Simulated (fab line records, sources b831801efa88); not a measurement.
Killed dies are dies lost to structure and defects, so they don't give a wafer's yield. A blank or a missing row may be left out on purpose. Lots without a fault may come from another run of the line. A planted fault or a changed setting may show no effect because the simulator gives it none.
Tool commonality check | flow gf180mcu | 13 lots, 39 wafers sampled

WHY IT WAS OPENED
At GF_HV_LDD_TW_MEAS_38 the reading HV_LDD_3_TW is flagged on 2 of 13 lots. Wafers without a fault read 1439, standard deviation 6.7.
Rule: a lot is flagged when every wafer of it that has a number lies more than 4 standard deviations from that mean, or none has a number. The other lots count as sound.

lot  | measured     | on            | HV_LDD_3_TW, wafer by wafer | flag
L158 | day 11 18:07 | film_metro-03 | 1441 1434 1430              |
L159 | day 12 01:16 | film_metro-03 | 1440 1435 1442              |
L160 | day 12 05:52 | film_metro-03 | 1435 1433 1435              |
L163 | day 13 00:08 | film_metro-04 | 1435 1451 1450              |
L166 | day 14 04:58 | film_metro-04 | 1452 1450 1445              |
L167 | day 14 07:49 | film_metro-01 | 1442 1430 1439              |
L168 | day 14 15:25 | film_metro-03 | 1440 1435 1441              |
L169 | day 15 01:27 | film_metro-01 | 1430 1430 1427              |
L170 | day 15 11:47 | film_metro-01 | 1428 1428 1435              |
L177 | day 17 18:38 | film_metro-04 | 1335 1339 1325              | FLAGGED
L179 | day 18 07:05 | film_metro-01 | 1334 1328 1335              | FLAGGED
L180 | day 18 17:08 | film_metro-03 | 1441 1437 1436              |
L181 | day 19 09:20 | film_metro-04 | 1437 1433 1442              |
The numbers of the flagged lots are 1333 on average: -106 against the usual, or -16 standard deviations.

WHICH TOOL RAN EACH LOT
The record holds 1 process step before the reading, out of a route of 602 steps. In each cell: the tool, then ch and the chambers that the sampled wafers went through, then the start.
lot  | flag    | GF_HV_LDD_IMPLANT_35
L158 |         | implanter-01 ch 0, day 11 17:43
L159 |         | implanter-02 ch 0, day 12 00:53
L160 |         | implanter-04 ch 0, day 12 05:29
L163 |         | implanter-01 ch 0, day 12 23:44
L166 |         | implanter-01 ch 0, day 14 04:36
L167 |         | implanter-02 ch 0, day 14 07:26
L168 |         | implanter-01 ch 0, day 14 15:02
L169 |         | implanter-01 ch 0, day 15 01:04
L170 |         | implanter-02 ch 0, day 15 11:26
L177 | FLAGGED | implanter-01 ch 0, day 17 18:17
L179 | FLAGGED | implanter-01 ch 0, day 18 06:43
L180 |         | implanter-02 ch 0, day 18 16:46
L181 |         | implanter-04 ch 0, day 19 08:56
What these steps do:
- GF_HV_LDD_IMPLANT_35
- GF_HV_LDD_TW_MEAS_38

FLAGGED OVER TOTAL, TOOL BY TOOL (the gauges that took the reading come last)
step                 | tool          | lots run | flagged | share of the flagged lots | sound lots run after its first flagged lot
GF_HV_LDD_IMPLANT_35 | implanter-01  | 7        | 2       | all                       | 0
GF_HV_LDD_IMPLANT_35 | implanter-02  | 4        | 0       | none                      | -
GF_HV_LDD_IMPLANT_35 | implanter-04  | 2        | 0       | none                      | -
GF_HV_LDD_TW_MEAS_38 | film_metro-01 | 4        | 1       | some                      | 0
GF_HV_LDD_TW_MEAS_38 | film_metro-03 | 5        | 0       | none                      | -
GF_HV_LDD_TW_MEAS_38 | film_metro-04 | 4        | 1       | some                      | 1 (L181)

WHAT THE TABLE ALLOWS
1 row of the table ran every flagged lot: implanter-01 at GF_HV_LDD_IMPLANT_35.
- implanter-01 at GF_HV_LDD_IMPLANT_35: 2 of its 7 lots flagged. Its last sound lot is L169 (day 15 01:04), its first flagged lot L177 (day 17 18:17): a fault that began between those two fits. Its own readings lie more than 4 standard deviations out on every wafer of the flagged lots: dose_ions_cm2, faraday_current_uA.
One tool is left: implanter-01 at GF_HV_LDD_IMPLANT_35.

WHAT THE SIMULATOR HAD PUT IN
Process parameter drift: implanter-01, from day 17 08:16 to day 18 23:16, at GF_HV_LDD_IMPLANT_35. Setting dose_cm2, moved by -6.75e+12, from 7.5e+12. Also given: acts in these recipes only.
Lots struck among those shown: L177, L179. The rule above found the same.
